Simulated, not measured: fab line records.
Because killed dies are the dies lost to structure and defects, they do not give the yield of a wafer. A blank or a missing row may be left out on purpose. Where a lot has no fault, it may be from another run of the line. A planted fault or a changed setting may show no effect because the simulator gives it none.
Matching of chambers | flow sky130 | SKY_FIELD_ISO_CMP_27 on cmp-01: 4 sister chambers
The step polishes, stops on Si3N4, t overpolish 16 s, target thk 457.8 nm. 7 wafers are shown with their chamber, then 8 later ones without.

WAFERS PAIRED WITH THEIR CHAMBERS
wafer  | chamber | timeToEndpointS (s) | motorCurrentA (A)
L601.5 | 1       | 106                 | 11.7
L604.1 | 0       | 111                 | 12.3
L604.2 | 2       | 107                 | 12.4
L615.1 | 3       | 122                 | 13.9
L615.3 | 2       | 105                 | 12.5
L615.4 | 0       | 115                 | 12.8
L617.1 | 3       | 120                 | 13.9

WAFERS WITHOUT THEIR CHAMBER
wafer  | timeToEndpointS (s) | motorCurrentA (A)
L617.2 | 119                 | 12.6
L617.4 | 113                 | 12.8
L620.2 | 119                 | 14.4
L620.4 | 103                 | 11.3
L620.5 | 108                 | 12.3
L621.1 | 108                 | 12.2
L621.3 | 103                 | 11.5
L621.4 | 113                 | 14.3

EACH ONE'S CHAMBER
wafer  | from the rows above          | in truth
L617.2 | 0                            | 0
L617.4 | 0                            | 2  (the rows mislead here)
L620.2 | 3                            | 3
L620.4 | 1                            | 1
L620.5 | can't be placed: 2 or 0 or 1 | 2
L621.1 | can't be placed: 2 or 1 or 0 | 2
L621.3 | 1                            | 1
L621.4 | 3                            | 3
Placed correctly: 5 of 8. Can't be placed from these rows: 2 (the true chamber is among the candidates in 2). 1 placed wrongly.
How it was worked out, from the rows above alone: a wafer's distance from a chamber is the root of the sum, over the readings, of the square of ((its reading less the chamber's mean) divided by the reading's scatter). If the next closest chamber is less than 2 further off than the closest, the wafer can't be placed; otherwise it belongs to the closest. Each chamber's mean is taken over the wafers shown for it. How the scatter is found: for the shown wafers, subtract from each reading the mean of its chamber, square and add these, divide the total by (wafers less chambers), then take the root.
